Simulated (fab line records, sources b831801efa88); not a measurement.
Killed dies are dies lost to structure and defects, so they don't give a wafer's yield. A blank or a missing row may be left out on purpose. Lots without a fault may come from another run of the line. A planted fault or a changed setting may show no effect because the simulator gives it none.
Which tool did it? | flow gf180mcu | 12 lots, 36 wafers sampled, at 4 steps of a route of 602

WHAT THE GAUGES READ, wafer by wafer
GF_MIM_THK_MEAS_06.
lot  | measured     | on            | MIM_CVD_05_THK (nm)
L869 | day 24 10:04 | film_metro-03 | 41.8 41.9 41.9
L870 | day 24 16:37 | film_metro-03 | 41.9 42.2 43.0
L871 | day 25 03:16 | film_metro-03 | 42.2 41.9 42.2
L872 | day 25 07:10 | film_metro-02 | 41.5 41.5 42.1
L873 | day 25 21:05 | film_metro-01 | 41.3 42.4 41.3
L874 | day 26 07:24 | film_metro-01 | 41.9 41.7 42.4
L878 | day 27 12:54 | film_metro-02 | 42.0 42.4 42.6
L884 | day 29 07:34 | film_metro-01 | 41.1 39.6 41.7 41.1 39.7 41.7
L887 | day 30 07:43 | film_metro-01 | 38.9 41.5 42.4 38.9 41.4 42.4
L888 | day 30 11:39 | film_metro-03 | 41.7 42.5 43.0
L889 | day 30 18:35 | film_metro-01 | 42.5 42.3 42.5
L892 | day 31 10:08 | film_metro-02 | 41.8 41.7 41.7

WHICH TOOL RAN EACH LOT (tool, then ch and the chambers of the sampled wafers, then the start)
lot  | GF_MIM_SPUTTER_01            | GF_MIM_SPUTTER_02            | GF_MIM_CVD_05
L869 | pvd_sputter-04, day 24 09:55 | pvd_sputter-04, day 24 09:57 | pecvd-01 ch 0,1,2, day 24 10:02
L870 | pvd_sputter-01, day 24 16:28 | pvd_sputter-01, day 24 16:30 | pecvd-01 ch 0,1,2, day 24 16:35
L871 | pvd_sputter-04, day 25 03:07 | pvd_sputter-04, day 25 03:08 | pecvd-01 ch 0,2, day 25 03:14
L872 | pvd_sputter-04, day 25 07:01 | pvd_sputter-04, day 25 07:03 | pecvd-01 ch 0,1,2, day 25 07:08
L873 | pvd_sputter-03, day 25 20:55 | pvd_sputter-03, day 25 20:57 | pecvd-01 ch 0,1, day 25 21:02
L874 | pvd_sputter-03, day 26 07:15 | pvd_sputter-03, day 26 07:17 | pecvd-01 ch 1,2, day 26 07:22
L878 | pvd_sputter-04, day 27 12:44 | pvd_sputter-04, day 27 12:46 | pecvd-03 ch 0,2, day 27 12:51
L884 | pvd_sputter-01, day 29 07:23 | pvd_sputter-01, day 29 07:26 | pecvd-01 ch 1,2, day 29 07:31
L887 | pvd_sputter-04, day 30 07:34 | pvd_sputter-04, day 30 07:35 | pecvd-01 ch 0,1,2, day 30 07:41
L888 | pvd_sputter-03, day 30 11:29 | pvd_sputter-03, day 30 11:31 | pecvd-03 ch 0,1,2, day 30 11:36
L889 | pvd_sputter-01, day 30 18:25 | pvd_sputter-01, day 30 18:27 | pecvd-03 ch 0,1,2, day 30 18:32
L892 | pvd_sputter-03, day 31 09:59 | pvd_sputter-03, day 31 10:01 | pecvd-02 ch 1,2, day 31 10:06
- GF_MIM_SPUTTER_01: material TiN, target thk 30 nm, time 25 s.
- GF_MIM_SPUTTER_02: material AlCu, target thk 450 nm, time 23.9 s.
- GF_MIM_CVD_05: deposits Si3N4, target thk 42 nm, time 29.086 s.

WHAT THE TOOLS THEMSELVES READ (means of the sampled wafers that have a number; where no wafer has one, the mark that the record gives instead)
GF_MIM_SPUTTER_01.
lot  | tool           | throttle_valve_pct (%)
L869 | pvd_sputter-04 | 29.3
L870 | pvd_sputter-01 | 29.6
L871 | pvd_sputter-04 | 29.7
L872 | pvd_sputter-04 | 29.4
L873 | pvd_sputter-03 | 30.1
L874 | pvd_sputter-03 | 30.1
L878 | pvd_sputter-04 | 29.3
L884 | pvd_sputter-01 | 29.6
L887 | pvd_sputter-04 | 29.4
L888 | pvd_sputter-03 | 29.9
L889 | pvd_sputter-01 | 29.8
L892 | pvd_sputter-03 | 30.3

GF_MIM_SPUTTER_02.
lot  | tool           | throttle_valve_pct (%)
L869 | pvd_sputter-04 | 29.4
L870 | pvd_sputter-01 | 29.6
L871 | pvd_sputter-04 | 29.8
L872 | pvd_sputter-04 | 29.4
L873 | pvd_sputter-03 | 30.2
L874 | pvd_sputter-03 | 30.1
L878 | pvd_sputter-04 | 29.3
L884 | pvd_sputter-01 | 29.7
L887 | pvd_sputter-04 | 29.3
L888 | pvd_sputter-03 | 29.8
L889 | pvd_sputter-01 | 29.9
L892 | pvd_sputter-03 | 30.4

GF_MIM_CVD_05.
lot  | tool     | heater_power_w (W) | run_length_s (s)
L869 | pecvd-01 | 689                | 57.0
L870 | pecvd-01 | 698                | 57.0
L871 | pecvd-01 | 712                | 56.7
L872 | pecvd-01 | 717                | 56.8
L873 | pecvd-01 | 705                | 56.8
L874 | pecvd-01 | 695                | 56.4
L878 | pecvd-03 | 650                | 56.6
L884 | pecvd-01 | 684                | 56.2
L887 | pecvd-01 | 691                | 56.2
L888 | pecvd-03 | 674                | 56.7
L889 | pecvd-03 | 756                | 56.8
L892 | pecvd-02 | 702                | 57.0

THE ANSWER, worked out from the rows above alone
Rule: what is usual is taken from the lots themselves. Put in order of their means at a reading, lots are off if they are a third of the lots or fewer, leave a main group of 4 or more, and stand apart from it by a gap of 3 or more times the standard deviation of the main group's means; of several such gaps the widest counts. A main group whose means are all the same, to the digits that the tables above print for the reading, isn't used. A lot without any number at a reading at which 4 lots or more have one is off too. The other lots that the step has rows for count as sound. The gauges are gone through in route order, then the tools' own readings, and for those a lot's mean is taken as printed above. The first step at which some lot is off is used, and at that step the reading that is off furthest; a lot without a number counts as furthest.
No lot is off at any reading shown: from this, nothing can be told.

WHAT THE SIMULATOR HAD PUT IN
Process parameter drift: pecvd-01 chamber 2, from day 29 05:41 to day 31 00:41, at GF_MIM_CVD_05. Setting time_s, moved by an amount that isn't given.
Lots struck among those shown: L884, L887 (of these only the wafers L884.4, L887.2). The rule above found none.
